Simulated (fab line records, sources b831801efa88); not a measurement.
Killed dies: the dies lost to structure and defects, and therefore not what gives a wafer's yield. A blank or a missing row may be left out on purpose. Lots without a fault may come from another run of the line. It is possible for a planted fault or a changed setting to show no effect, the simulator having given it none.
fab line records    flow sky130
record: lots: 14  wafers: 42  last_day: 50
route steps=708 shown CAPM@550 PAD_OPEN@708
lots with no fault: from the same line, run without faults
start_h: hours from the record's first day to the start of the lot's first wafer shown    wait_h: hours elapsed since this lot's preceding step    " the same as in the row above    L1.1+2: several wafers, shown together as one row    - no value, or no start was given    * or withheld: withheld    < > ~ a bound
route shown NAME@n: a module of which the file shows steps, and the number in the route of the first    usual: mean and standard deviation over wafers with no fault    same: alike in all rows    chamber/n: place in a boat    sites: readings site by site    _std_site: their standard deviation    _edge_site: outer sites' mean less inner sites'    radius_mm: for every site, how far away it sits from the centre of the wafer    mask NAME#n: copy n    behind: the tool/chamber that last shaped the wafer    hold: why the lot was held/for how many hours/how that ended    device: the transistor (n, p or np) that didn't switch    end of line: the tests these same wafers got at the end of their route    a step given without rows: its recipe and nothing more    killed: dies lost to structure and defects at the first sort, not the wafer's yield    map: the dies of a wafer, with x for killed, . for not killed, _ for no die there
set.NAME: the setting that was run; set.NAME@STEP: the one run at that earlier step    model.NAME: the simulator's own value behind a step, which no gauge read
steps of the route over a sample of lots; a table a step, a row a wafer
services: the hour from which a tool's chamber was out of use, counted from the record's first day as start_h (under 0 if before that day), plus the number of hours and why
== steps ==
step: SKY_CAPM_METAL_ETCH_13
recipe: target_depth_nm: 220  stop_on: SiO2  chemistry: Cl2/BCl3  target: TiN  pressure_mtorr: 10  icp_w: 900  bias_w: 48.5  Cl2_flow_sccm: 60  bcl3_flow_sccm: 30  time_s: 62.9
usual: drypump_motor_current_A: 5.9/0.39  oes_product_au: 0.943/0.0062  run_length_s: 91.1/0.41  throttle_valve_pct: 21.901/0.0096
lot.wafer  tool          chamber  start_h  wait_h  drypump_motor_current_A  oes_product_au  rf_hours_counter_h  run_length_s  throttle_valve_pct
L619.3     rie_metal-02  0        881.18   0.0     5.8                      0.947           -                   90.9          21.891
L619.4     "             1        "        "       5.7                      0.940           -                   91.5          21.891
L619.5     "             1        "        "       5.7                      0.948           -                   91.0          21.888
L621.1     rie_metal-02  0        907.65   0.0     5.8                      0.944           2                   90.5          21.907
L621.4     "             0        "        "       5.8                      0.940           -                   90.4          21.913
L621.6     "             0        "        "       5.8                      0.944           -                   90.6          21.891
L622.1     rie_metal-04  0        909.68   0.0     6.0                      0.942           13                  91.2          21.923
L622.2     "             1        "        "       5.2                      0.930           4                   91.4          21.914
L622.3     "             0        "        "       6.0                      0.936           -                   91.5          21.906
L624.1     rie_metal-04  1        929.48   0.0     5.2                      0.934           5                   90.8          21.888
L624.4     "             0        "        "       6.0                      0.985           -                   85.4          21.873
L624.5     "             1        "        "       5.2                      0.939           -                   91.1          21.883
L627.1     rie_metal-04  0        946.30   0.0     6.0                      0.999           15                  85.8          21.871
L627.2     "             1        "        "       5.2                      0.953           6                   91.5          21.902
L627.6     "             0        "        "       6.0                      0.997           -                   85.9          21.856
L628.2     rie_metal-02  1        1009.45  0.0     5.7                      0.936           9                   91.2          21.907
L628.3     "             1        "        "       5.7                      0.943           -                   91.0          21.895
L628.4     "             0        "        "       5.8                      0.937           -                   91.4          21.898
L629.1     rie_metal-02  1        1010.90  0.0     5.7                      0.940           9                   91.2          21.898
L629.3     "             1        "        "       5.7                      0.949           -                   90.9          21.890
L629.4     "             0        "        "       5.8                      0.953           -                   90.6          21.897
L630.3     rie_metal-02  0        1012.61  0.0     5.8                      0.939           -                   90.8          21.911
L630.4     "             1        "        "       5.7                      0.939           -                   91.5          21.899
L630.6     "             0        "        "       5.8                      0.946           -                   91.1          21.897
L632.1     rie_metal-02  0        1014.63  0.0     5.8                      0.944           8                   90.5          21.902
L632.4     "             0        "        "       5.8                      0.952           -                   90.7          21.888
L632.5     "             1        "        "       5.7                      0.954           -                   91.4          21.902
L636.1     rie_metal-04  1        1015.00  0.0     5.2                      0.936           9                   91.0          21.917
L636.3     "             1        "        "       5.2                      0.941           -                   90.7          21.905
L636.6     "             0        "        "       6.0                      0.951           -                   91.1          21.902
L635.1     rie_metal-02  1        1015.73  0.0     5.7                      0.941           10                  91.8          21.891
L635.2     "             0        "        "       5.8                      0.945           8                   90.5          21.910
L635.4     "             0        "        "       5.8                      0.944           -                   90.7          21.909
L634.2     rie_metal-01  0        1016.03  0.0     6.5                      0.939           22                  90.6          21.919
L634.5     "             0        "        "       6.4                      0.941           -                   90.8          21.900
L634.6     "             1        "        "       6.3                      0.922           -                   91.8          21.929
L637.2     rie_metal-04  0        1016.68  0.0     6.0                      0.942           18                  91.1          21.904
L637.3     "             1        "        "       5.2                      0.940           -                   91.0          21.908
L637.4     "             0        "        "       6.0                      0.946           -                   91.1          21.899
L639.3     rie_metal-01  1        1020.08  0.0     6.4                      0.948           -                   92.0          21.901
L639.5     "             1        "        "       6.4                      0.924           -                   91.7          21.898
L639.6     "             0        "        "       6.5                      0.941           -                   90.8          21.901
step: SKY_CAPM_STRIP_14
recipe: chemistry: O2/N2  power_w: 1400  pressure_mtorr: 1500  platen_temp_c: withheld  o2_flow_sccm: 3000  n2_flow_sccm: 300  overash_fraction: 0.5
usual: drypump_motor_current_A: 5.5/0.35  oes_product_au: 0.711/0.0045  strip_time_to_endpoint_s: 12.68/0.038
lot.wafer  tool             chamber  start_h  wait_h  drypump_motor_current_A  oes_product_au  rf_hours_counter_h  strip_time_to_endpoint_s
L619.3     plasma_asher-03  0        881.26   0.1     5.2                      0.709           -                   12.71
L619.4     "                1        "        "       5.4                      0.713           -                   12.66
L619.5     "                0        "        "       5.2                      0.710           -                   12.76
L621.1     plasma_asher-01  1        907.73   0.1     5.3                      0.716           112                 12.70
L621.4     "                0        "        "       6.5                      0.707           -                   12.73
L621.6     "                0        "        "       6.6                      0.705           -                   12.72
L622.1     plasma_asher-03  1        909.76   0.1     5.4                      0.710           80                  12.76
L622.2     "                0        "        "       5.2                      0.706           80                  12.66
L622.3     "                0        "        "       5.2                      0.705           -                   12.69
L624.1     plasma_asher-04  0        929.56   0.1     5.4                      0.713           46                  12.57
L624.4     "                1        "        "       5.7                      0.708           -                   12.81
L624.5     "                1        "        "       5.7                      0.714           -                   12.64
L627.1     plasma_asher-03  0        946.37   0.1     5.2                      0.707           83                  12.78
L627.2     "                1        "        "       5.5                      0.712           83                  12.63
L627.6     "                1        "        "       5.5                      0.711           -                   12.83
L628.2     plasma_asher-01  0        1009.52  0.1     6.6                      0.720           122                 12.71
L628.3     "                1        "        "       5.3                      0.712           -                   12.73
L628.4     "                0        "        "       6.6                      0.703           -                   12.66
L629.1     plasma_asher-01  1        1010.98  0.1     5.3                      0.710           122                 12.67
L629.3     "                1        "        "       5.3                      0.702           -                   12.69
L629.4     "                0        "        "       6.6                      0.714           -                   12.68
L630.3     plasma_asher-04  0        1012.69  0.1     5.4                      0.710           -                   12.69
L630.4     "                1        "        "       5.7                      0.713           -                   12.74
L630.6     "                0        "        "       5.4                      0.706           -                   12.66
L632.1     plasma_asher-04  1        1014.71  0.1     5.7                      0.711           54                  12.60
L632.4     "                0        "        "       5.4                      0.711           -                   12.64
L632.5     "                0        "        "       5.4                      0.707           -                   12.72
L636.1     plasma_asher-04  0        1015.08  0.1     5.4                      0.711           54                  12.74
L636.3     "                0        "        "       5.4                      0.715           -                   12.69
L636.6     "                1        "        "       5.6                      0.713           -                   12.75
L635.1     plasma_asher-03  1        1015.81  0.1     5.5                      0.716           90                  12.69
L635.2     "                0        "        "       5.2                      0.712           90                  12.70
L635.4     "                1        "        "       5.4                      0.718           -                   12.71
L634.2     plasma_asher-04  0        1016.11  0.1     5.4                      0.710           54                  12.68
L634.5     "                1        "        "       5.6                      0.714           -                   12.68
L634.6     "                0        "        "       5.4                      0.713           -                   12.70
L637.2     plasma_asher-04  0        1016.76  0.1     5.4                      0.714           55                  12.69
L637.3     "                0        "        "       5.4                      0.706           -                   12.67
L637.4     "                1        "        "       5.6                      0.706           -                   12.71
L639.3     plasma_asher-03  0        1020.16  0.1     5.2                      0.714           -                   12.66
L639.5     "                1        "        "       5.4                      0.704           -                   12.65
L639.6     "                0        "        "       5.2                      0.711           -                   12.70
step: SKY_PAD_OPEN_PROBE_99
usual: defect_limited_yield: 82.3/2  killed_at_M0_to_M3: 44/7.9  killed_at_M4_up: 3.1/1.9  killed_at_contacts: 24/4.6  killed_at_front_end: 16/4.9  killed_at_other: 0.3/0.6  killed_dies: 87/9.7  killed_open: 48/7.2  killed_short: 39/5.6
same: gross_dies: 492  killed_at_back_side: 0
lot.wafer  tool       chamber  start_h  wait_h  defect_limited_yield[%]  killed_at_M0_to_M3  killed_at_M4_up  killed_at_contacts  killed_at_front_end  killed_at_other  killed_dies  killed_open  killed_short
L619.3     prober-01  -        1074.86  0.2     81.7                     43                  4                31                  12                   0                90           58           31
L619.4     prober-01  -        1074.91  0.2     83.9                     35                  1                25                  17                   1                79           45           34
L619.5     prober-01  -        1074.96  0.2     83.7                     35                  3                28                  14                   0                80           51           27
L630.3     prober-01  -        1184.61  0.2     83.7                     31                  3                25                  21                   0                80           49           31
L630.4     prober-01  -        1184.66  0.2     81.1                     49                  3                18                  23                   0                93           49           44
L630.6     prober-01  -        1184.76  0.2     80.7                     41                  1                29                  22                   2                95           56           39
L632.1     prober-01  -        1186.24  0.1     85.8                     32                  4                20                  14                   0                70           37           33
L632.4     prober-01  -        1186.39  0.2     82.9                     46                  3                19                  16                   0                84           48           36
L632.5     prober-01  -        1186.44  0.2     79.7                     54                  3                24                  19                   0                100          53           47
L636.1     prober-01  -        1187.87  0.1     81.3                     55                  3                19                  15                   0                92           54           38
L636.3     prober-01  -        1187.97  0.2     82.3                     35                  0                23                  28                   1                87           46           41
L636.6     prober-01  -        1188.12  0.2     84.6                     36                  3                24                  13                   0                76           35           41
L635.1     prober-02  -        1189.23  0.1     83.3                     40                  3                23                  15                   1                82           47           33
L635.2     prober-02  -        1189.28  0.1     81.1                     38                  1                32                  21                   1                93           47           45
L635.4     prober-02  -        1189.38  0.2     84.3                     35                  2                24                  16                   0                77           35           42
L634.2     prober-02  -        1190.78  0.1     86.0                     38                  3                20                  7                    1                69           35           33
L634.5     prober-02  -        1190.93  0.2     83.3                     55                  0                16                  11                   0                82           44           38
L634.6     prober-02  -        1190.98  0.2     82.9                     54                  4                16                  9                    1                84           41           43
killed by level:class
L619.3 CONTACT:geometric_particle:open=15 VIA1:geometric_particle:open=13 LI_CONTACT:geometric_particle:open=10 VIA2:geometric_particle:open=8 METAL2:geometric_particle:short=6 POLY_GATE:geometric_particle:short=4 VIA3:geometric_particle:open=4 LI_CONTACT:geometric_particle:short=3
L619.4 VIA1:geometric_particle:open=11 CONTACT:geometric_particle:open=10 CONTACT:geometric_particle:short=7 VIA1:geometric_particle:short=5 POLY_GATE:geometric_particle:open=4 SPACER:geometric_particle:open=4 LI_CONTACT:geometric_particle:open=4 METAL2:geometric_particle:short=4
L619.5 CONTACT:geometric_particle:open=11 LI_CONTACT:geometric_particle:open=10 VIA1:geometric_particle:open=8 VIA3:geometric_particle:open=7 FIELD_ISO:geometric_particle:open=5 METAL1:geometric_particle:short=5 METAL2:geometric_particle:short=4 POLY_GATE:geometric_particle:open=3
L630.3 CONTACT:geometric_particle:open=9 VIA2:geometric_particle:open=9 FIELD_ISO:geometric_particle:short=7 FIELD_ISO:geometric_particle:open=7 LOCAL_INTERCONNECT:geometric_particle:short=6 VIA1:geometric_particle:open=6 POLY_GATE:geometric_particle:open=4 LI_CONTACT:geometric_particle:open=4
L630.4 VIA1:geometric_particle:open=10 VIA2:geometric_particle:open=8 CONTACT:geometric_particle:open=8 FIELD_ISO:geometric_particle:short=7 METAL1:geometric_particle:short=7 VIA3:geometric_particle:open=6 FIELD_ISO:geometric_particle:open=5 METAL2:geometric_particle:short=4
L630.6 CONTACT:geometric_particle:open=13 POLY_GATE:geometric_particle:open=9 VIA1:geometric_particle:open=8 POLY_GATE:geometric_particle:short=6 LI_CONTACT:geometric_particle:open=6 VIA2:geometric_particle:open=6 VIA3:geometric_particle:open=6 METAL2:geometric_particle:short=4
L632.1 VIA1:geometric_particle:open=9 CONTACT:geometric_particle:open=8 FIELD_ISO:geometric_particle:open=5 CONTACT:geometric_particle:short=5 METAL2:geometric_particle:short=5 FIELD_ISO:geometric_particle:short=4 LI_CONTACT:geometric_particle:open=4 METAL1:geometric_particle:short=4
L632.4 VIA1:geometric_particle:open=10 CONTACT:geometric_particle:open=9 VIA2:geometric_particle:open=7 METAL1:geometric_particle:short=6 VIA1:geometric_particle:short=6 FIELD_ISO:geometric_particle:open=5 LI_CONTACT:geometric_particle:open=4 METAL3:geometric_particle:short=4
L632.5 VIA1:geometric_particle:open=10 VIA3:geometric_particle:open=10 FIELD_ISO:geometric_particle:short=8 LI_CONTACT:geometric_particle:open=8 CONTACT:geometric_particle:open=8 METAL3:geometric_particle:short=6 FIELD_ISO:geometric_particle:open=5 METAL1:geometric_particle:short=4
L636.1 VIA2:geometric_particle:open=13 VIA1:geometric_particle:open=7 VIA3:geometric_particle:open=7 LI_CONTACT:geometric_particle:open=6 METAL2:geometric_particle:short=5 FIELD_ISO:geometric_particle:open=5 CONTACT:geometric_particle:open=5 METAL2:geometric_particle:open=5
L636.3 POLY_GATE:geometric_particle:short=10 VIA1:geometric_particle:open=9 LI_CONTACT:geometric_particle:open=7 CONTACT:geometric_particle:open=7 FIELD_ISO:geometric_particle:short=5 POLY_GATE:geometric_particle:open=5 VIA1:geometric_particle:short=5 VIA2:geometric_particle:open=4
L636.6 CONTACT:geometric_particle:open=8 LOCAL_INTERCONNECT:geometric_particle:short=7 VIA1:geometric_particle:open=6 VIA2:geometric_particle:open=5 METAL2:geometric_particle:short=5 FIELD_ISO:geometric_particle:short=4 POLY_GATE:geometric_particle:short=4 LI_CONTACT:geometric_particle:open=4
L635.1 METAL1:geometric_particle:short=10 CONTACT:geometric_particle:open=9 VIA1:geometric_particle:open=8 FIELD_ISO:geometric_particle:open=7 LI_CONTACT:geometric_particle:open=7 VIA3:geometric_particle:open=6 METAL2:geometric_particle:short=4 POLY_GATE:geometric_particle:open=3
L635.2 CONTACT:geometric_particle:open=13 FIELD_ISO:geometric_particle:short=8 METAL2:geometric_particle:short=8 LI_CONTACT:geometric_particle:open=7 VIA1:geometric_particle:short=6 FIELD_ISO:geometric_particle:open=4 LOCAL_INTERCONNECT:geometric_particle:short=4 CONTACT:geometric_particle:short=4
L635.4 CONTACT:geometric_particle:open=10 CONTACT:geometric_particle:short=7 VIA1:geometric_particle:short=7 VIA1:geometric_particle:open=6 METAL2:geometric_particle:short=5 POLY_GATE:geometric_particle:short=4 METAL3:geometric_particle:short=4 VIA3:geometric_particle:short=4
L634.2 VIA1:geometric_particle:open=11 LI_CONTACT:geometric_particle:open=7 VIA2:geometric_particle:open=7 CONTACT:geometric_particle:open=6 METAL1:geometric_particle:short=4 METAL2:geometric_particle:short=4 VIA3:geometric_particle:short=4 FIELD_ISO:geometric_particle:short=3
L634.5 METAL1:geometric_particle:short=8 VIA1:geometric_particle:open=8 VIA1:geometric_particle:short=7 VIA2:geometric_particle:open=7 METAL3:geometric_particle:short=6 CONTACT:geometric_particle:open=6 LI_CONTACT:geometric_particle:open=5 METAL1:geometric_particle:open=5
L634.6 VIA1:geometric_particle:open=14 METAL1:geometric_particle:short=9 METAL2:geometric_particle:short=6 CONTACT:geometric_particle:open=5 VIA2:geometric_particle:open=5 METAL4:geometric_particle:short=4 LI_CONTACT:geometric_particle:open=4 METAL3:geometric_particle:short=4
== services ==
tool             chamber  start_h  hours  kind
plasma_asher-03  -        863.21   1.4    repair
rie_metal-04     -        912.91   2.8    pm
plasma_asher-01  -        920.30   2.3    repair
rie_metal-01     1        948.92   1.2    repair
plasma_asher-04  -        958.72   2.8    pm
plasma_asher-03  -        983.18   1.4    repair
rie_metal-01     -        994.27   1.4    pm
== key ==
first_sign: step: SKY_CAPM_METAL_ETCH_13  reading: run_length_s  direction: down  sigmas: 13  usual: *  struck: *
effect: step: SKY_CAPM_METAL_ETCH_13  reading: oes_product_au  direction: up  sigmas: 8.2  usual: 0.943  struck: 0.994
effect: step: SKY_CAPM_STRIP_14  reading: strip_time_to_endpoint_s  direction: up  sigmas: 3.2  usual: *  struck: *
met_at SKY_CAPM_METAL_ETCH_13
struck_lots L624,L627
struck_wafers L624.4,L627.1,L627.6
onset_between 909.68 929.48
fault: kind: process_parameter_drift  tool: rie_metal-04  chamber: 0  onset_h: 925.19  steps: SKY_CAPM_METAL_ETCH_13  channel: time_s  offset: *  shape: step  end_h: 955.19  acts_in: *  stated: *
